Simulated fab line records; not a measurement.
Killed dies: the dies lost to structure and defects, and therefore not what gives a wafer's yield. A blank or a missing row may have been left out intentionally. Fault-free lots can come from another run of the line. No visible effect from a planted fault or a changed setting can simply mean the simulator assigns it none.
Matching of chambers | flow sky130 | SKY_VIA1_HDPCVD_00 on hdpcvd-01 has 3 sister chambers
The step deposits SiO2, target thk 1030 nm, time 171.7 s. 3 wafers are shown with their chamber, then 7 later ones without.

EACH WAFER AND ITS CHAMBER
wafer  | chamber | sih4FlowSccm (sccm)
L757.5 | 2       | 60.02
L757.6 | 0       | 59.85
L758.4 | 1       | 59.66

WAFERS MISSING THEIR CHAMBER
wafer  | sih4FlowSccm (sccm)
L758.5 | 60.36
L758.6 | 60.50
L759.1 | 60.15
L759.2 | 60.35
L759.6 | 60.40
L760.2 | 59.73
L760.4 | 60.07

THE CHAMBER EACH PASSED THROUGH
wafer  | from the rows above          | in truth
L758.5 | can't be placed: 2 or 0 or 1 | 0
L758.6 | can't be placed: 2 or 0 or 1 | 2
L759.1 | can't be placed: 2 or 0 or 1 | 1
L759.2 | can't be placed: 2 or 0 or 1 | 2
L759.6 | can't be placed: 2 or 0 or 1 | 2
L760.2 | can't be placed: 1 or 0 or 2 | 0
L760.4 | can't be placed: 2 or 0 or 1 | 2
Correctly placed: 0 of 7. Not placeable from these rows: 7 (in 7, the candidates include the true chamber). Wrongly placed: 0.
How it was worked out, from the rows above alone: a wafer's distance from a chamber is the root of the sum, over the readings, of the square of ((its reading less the chamber's mean) divided by the reading's scatter). The wafer belongs to the nearest chamber; if the next one is less than 2 further off, it can't be placed. The mean given for a chamber averages the wafers shown for that chamber. The scatter (one wafer shown for each chamber): square how far every hidden wafer sits from the nearest shown wafer, average those squares and take the square root.
